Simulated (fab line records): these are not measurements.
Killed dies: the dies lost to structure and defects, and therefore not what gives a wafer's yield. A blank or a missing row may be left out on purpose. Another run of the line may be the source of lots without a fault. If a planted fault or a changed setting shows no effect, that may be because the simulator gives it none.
The same fault as seen by 2 desks | flow gf180mcu | only its own numbers are on each desk; what lay behind them is given at the end

== FOR THE TOOL OWNER'S DESK: cmp-02 ==
The tool's own readings at GF_V5_CMP_04 (polishes SiO2): means of the sampled wafers that have a number, for each lot that ran on this tool. If a lot's mean is further than 4 standard deviations from the usual mean, the lot is out of limits and carries the mark OUT (the distance appears in the brackets).
Columns: A = motor current A at GF_V5_CMP_04, usual 12.4 A; B = retaining ring pressure frac at GF_V5_CMP_04, usual 1.000; C = slurry flow ml min at GF_V5_CMP_04, usual 150.0
lot  | first seen here | A    | B     | C
L782 | day 25 16:37    | 12.7 | 1.006 | 150.1
L783 | day 26 00:44    | 12.8 | 0.995 | 150.1
L792 | day 28 22:47    | 12.7 | 1.002 | 149.8
L793 | day 29 03:57    | 12.3 | 1.001 | 150.4
L794 | day 29 14:37    | 12.9 | 0.999 | 150.0
L795 | day 30 03:55    | 12.2 | 0.998 | 150.0
L797 | day 30 14:42    | 12.4 | 1.002 | 149.8
L801 | day 31 14:46    | 12.0 | 1.001 | 149.6
L804 | day 32 08:46    | 12.6 | 0.999 | 150.0
Finding of this desk: none of the 9 lots has anything out of limits.

== METROLOGY DESK ==
What the gauges read for every lot (on any tool): the sampled wafers with a number, averaged. If a lot's mean is further than 4 standard deviations from the usual mean, the lot is out of limits and carries the mark OUT (the distance appears in the brackets).
Columns: A = cd nm at GF_M4_CD_MEAS_14, usual 279.9 nm
lot  | first seen here | A
L782 | day 22 15:10    | 282.8
L783 | day 23 00:41    | 280.6
L790 | day 26 00:34    | 278.8
L791 | day 26 02:10    | 278.4
L792 | day 26 04:31    | 280.8
L793 | day 26 11:53    | 281.1
L794 | day 26 23:32    | 280.9
L795 | day 27 14:02    | 280.9
L797 | day 28 03:22    | 279.4
L801 | day 29 02:34    | 278.3
L804 | day 29 22:49    | 280.5
L805 | day 30 05:59    | 279.6
Finding of this desk: none of the 12 lots has anything out of limits.

== BROUGHT TOGETHER ==
Nothing out of limits was seen by the tool owner's desk.
Nothing out of limits was seen by the metrology desk.

== WHAT THE SIMULATOR HAD INSERTED ==
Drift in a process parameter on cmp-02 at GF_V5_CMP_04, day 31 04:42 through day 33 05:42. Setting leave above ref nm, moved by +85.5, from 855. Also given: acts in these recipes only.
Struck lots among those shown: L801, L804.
